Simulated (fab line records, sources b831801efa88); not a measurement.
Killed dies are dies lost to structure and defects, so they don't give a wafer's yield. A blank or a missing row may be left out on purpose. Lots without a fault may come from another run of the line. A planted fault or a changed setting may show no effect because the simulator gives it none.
Which tool did it? | flow gf180mcu | 12 lots, 36 wafers sampled, at 6 steps of a route of 602

WHAT THE GAUGES READ, wafer by wafer
GF_M2_RS_MEAS_05: measures by four-point-probe.
lot  | measured     | on            | M2_ALCU_RS (ohm/sq)
L688 | day 18 01:54 | film_metro-01 | 0.0699 0.0686 0.0699
L689 | day 18 07:04 | film_metro-01 | 0.0701 0.0701 0.0691
L690 | day 19 03:31 | film_metro-01 | 0.0685 0.0681 0.0695
L691 | day 19 10:58 | film_metro-02 | 0.0684 0.0700 0.0696
L693 | day 20 01:41 | film_metro-03 | 0.0700 0.0700 0.0697
L695 | day 20 23:08 | film_metro-01 | 0.0688 0.0687 0.0704
L698 | day 22 02:53 | film_metro-02 | 0.0695 0.0475 0.0684
L705 | day 24 17:31 | film_metro-02 | 0.0703 0.0696 0.0695
L706 | day 24 20:11 | film_metro-03 | 0.0691 0.0691 0.0690
L708 | day 25 11:20 | film_metro-03 | 0.0703 0.0690 0.0696
L709 | day 25 12:49 | film_metro-01 | 0.0695 0.0689 0.0691
L710 | day 25 20:23 | film_metro-01 | 0.0683 0.0690 0.0694

GF_M2_THK_MEAS_06: measures by xrf.
lot  | measured     | on            | M2_ALCU_THK (nm)
L688 | day 18 02:01 | film_metro-01 | 444 450 441
L689 | day 18 07:11 | film_metro-01 | 443 441 447
L690 | day 19 03:38 | film_metro-01 | 453 460 451
L691 | day 19 11:04 | film_metro-02 | 455 448 446
L693 | day 20 01:48 | film_metro-03 | 445 444 445
L695 | day 20 23:14 | film_metro-01 | 453 452 440
L698 | day 22 03:00 | film_metro-02 | 450 654 453
L705 | day 24 17:37 | film_metro-02 | 445 445 447
L706 | day 24 20:18 | film_metro-03 | 446 447 449
L708 | day 25 11:27 | film_metro-03 | 442 450 445
L709 | day 25 12:55 | film_metro-01 | 447 451 451
L710 | day 25 20:30 | film_metro-01 | 457 448 446

WHICH TOOL RAN EACH LOT (tool, then ch and the chambers of the sampled wafers, then the start)
lot  | GF_M1_SPUTTER_04             | GF_M1_METAL_ETCH_16               | GF_V1_CVD_23                  | GF_M2_SPUTTER_02
L688 | pvd_sputter-02, day 16 01:35 | rie_metal-03 ch 0,1, day 16 23:49 | cvd_w-02 ch 0,1, day 18 01:04 | pvd_sputter-02, day 18 01:47
L689 | pvd_sputter-02, day 16 07:22 | rie_metal-04 ch 0,1, day 17 05:55 | cvd_w-01 ch 0,1, day 18 06:15 | pvd_sputter-02, day 18 06:58
L690 | pvd_sputter-04, day 17 01:31 | rie_metal-02 ch 0,1, day 18 01:01 | cvd_w-02 ch 0,1, day 19 02:41 | pvd_sputter-02, day 19 03:25
L691 | pvd_sputter-04, day 17 08:38 | rie_metal-03 ch 0,1, day 18 07:37 | cvd_w-01 ch 0,1, day 19 10:08 | pvd_sputter-02, day 19 10:51
L693 | pvd_sputter-02, day 17 22:41 | rie_metal-02 ch 0,1, day 18 22:20 | cvd_w-02 ch 0,1, day 20 00:52 | pvd_sputter-01, day 20 01:35
L695 | pvd_sputter-04, day 18 18:05 | rie_metal-02 ch 0,1, day 19 18:43 | cvd_w-01 ch 0,1, day 20 22:18 | pvd_sputter-02, day 20 23:01
L698 | pvd_sputter-02, day 20 00:20 | rie_metal-02 ch 0,1, day 21 00:22 | cvd_w-02 ch 0,1, day 22 02:04 | pvd_sputter-02, day 22 02:47
L705 | pvd_sputter-03, day 22 17:35 | rie_metal-02 ch 0,1, day 23 16:45 | cvd_w-02 ch 0,1, day 24 16:43 | pvd_sputter-04, day 24 17:23
L706 | pvd_sputter-03, day 22 20:59 | rie_metal-03 ch 0,1, day 23 20:02 | cvd_w-01 ch 0,1, day 24 19:22 | pvd_sputter-04, day 24 20:05
L708 | pvd_sputter-04, day 23 10:42 | rie_metal-02 ch 0,1, day 24 10:50 | cvd_w-02 ch 0,1, day 25 10:31 | pvd_sputter-04, day 25 11:14
L709 | pvd_sputter-02, day 23 13:23 | rie_metal-03 ch 0,1, day 24 12:25 | cvd_w-02 ch 0,1, day 25 12:01 | pvd_sputter-02, day 25 12:41
L710 | pvd_sputter-04, day 23 21:41 | rie_metal-02 ch 0,1, day 24 19:52 | cvd_w-02 ch 0,1, day 25 19:34 | pvd_sputter-04, day 25 20:17
- GF_M1_SPUTTER_04: material TiN, target thk 50 nm, time 41.7 s.
- GF_M1_METAL_ETCH_16: etches the open film in Cl2/BCl3, stops on SiO2, target depth 750.8 nm, time 125.1 s.
- GF_V1_CVD_23: deposits W, target thk 350 nm, time 105.05 s.
- GF_M2_SPUTTER_02: material AlCu, target thk 450 nm, time 23.9 s.

WHAT THE TOOLS THEMSELVES READ (means of the sampled wafers that have a number; where no wafer has one, the mark that the record gives instead)
GF_M1_SPUTTER_04.
lot  | tool           | throttle_valve_pct (%)
L688 | pvd_sputter-02 | 29.7
L689 | pvd_sputter-02 | 30.0
L690 | pvd_sputter-04 | 29.8
L691 | pvd_sputter-04 | 29.4
L693 | pvd_sputter-02 | 30.6
L695 | pvd_sputter-04 | 30.8
L698 | pvd_sputter-02 | 30.4
L705 | pvd_sputter-03 | 31.1
L706 | pvd_sputter-03 | 30.8
L708 | pvd_sputter-04 | 29.9
L709 | pvd_sputter-02 | 30.5
L710 | pvd_sputter-04 | 29.7

GF_M1_METAL_ETCH_16.
lot  | tool         | drypump_motor_current_A (A) | oes_product_au (a.u.) | throttle_valve_pct (%)
L688 | rie_metal-03 | 5.7                         | 0.981                 | 28.241
L689 | rie_metal-04 | 5.9                         | 0.996                 | 28.222
L690 | rie_metal-02 | 6.3                         | 0.992                 | 28.227
L691 | rie_metal-03 | 5.7                         | 0.993                 | 28.227
L693 | rie_metal-02 | 6.3                         | 0.985                 | 28.224
L695 | rie_metal-02 | 6.2                         | 0.990                 | 28.221
L698 | rie_metal-02 | 6.3                         | 0.993                 | 28.232
L705 | rie_metal-02 | 6.1                         | 0.993                 | 28.225
L706 | rie_metal-03 | 6.1                         | 0.985                 | 28.230
L708 | rie_metal-02 | 6.3                         | 0.987                 | 28.229
L709 | rie_metal-03 | 6.0                         | 0.987                 | 28.231
L710 | rie_metal-02 | 6.2                         | 0.987                 | 28.221

GF_V1_CVD_23.
lot  | tool     | heater_power_w (W)
L688 | cvd_w-02 | 995
L689 | cvd_w-01 | 859
L690 | cvd_w-02 | 1006
L691 | cvd_w-01 | 858
L693 | cvd_w-02 | 984
L695 | cvd_w-01 | 915
L698 | cvd_w-02 | 1019
L705 | cvd_w-02 | 991
L706 | cvd_w-01 | 852
L708 | cvd_w-02 | 979
L709 | cvd_w-02 | 993
L710 | cvd_w-02 | 984

GF_M2_SPUTTER_02.
lot  | tool           | throttle_valve_pct (%)
L688 | pvd_sputter-02 | 30.8
L689 | pvd_sputter-02 | 30.4
L690 | pvd_sputter-02 | 29.9
L691 | pvd_sputter-02 | 31.3
L693 | pvd_sputter-01 | 28.6
L695 | pvd_sputter-02 | 30.7
L698 | pvd_sputter-02 | 30.5
L705 | pvd_sputter-04 | 30.5
L706 | pvd_sputter-04 | 30.5
L708 | pvd_sputter-04 | 29.8
L709 | pvd_sputter-02 | 31.3
L710 | pvd_sputter-04 | 29.7

THE ANSWER, worked out from the rows above alone
Rule: what is usual is taken from the lots themselves. Put in order of their means at a reading, lots are off if they are a third of the lots or fewer, leave a main group of 4 or more, and stand apart from it by a gap of 3 or more times the standard deviation of the main group's means; of several such gaps the widest counts. A main group whose means are all the same, to the digits that the tables above print for the reading, isn't used. A lot without any number at a reading at which 4 lots or more have one is off too. The other lots that the step has rows for count as sound. The gauges are gone through in route order, then the tools' own readings, and for those a lot's mean is taken as printed above. The first step at which some lot is off is used, and at that step the reading that is off furthest; a lot without a number counts as furthest.
Off: L698, at GF_M2_RS_MEAS_05 (M2_ALCU_RS). The main group: mean 0.0694 ohm/sq, standard deviation 0.00037.
A tool fits if, at a process step before that reading, it ran every lot that is off, and no sound lot after the first of them. The gauges at GF_M2_RS_MEAS_05 are tried like those tools. None of those tried fits.

WHAT THE SIMULATOR HAD PUT IN
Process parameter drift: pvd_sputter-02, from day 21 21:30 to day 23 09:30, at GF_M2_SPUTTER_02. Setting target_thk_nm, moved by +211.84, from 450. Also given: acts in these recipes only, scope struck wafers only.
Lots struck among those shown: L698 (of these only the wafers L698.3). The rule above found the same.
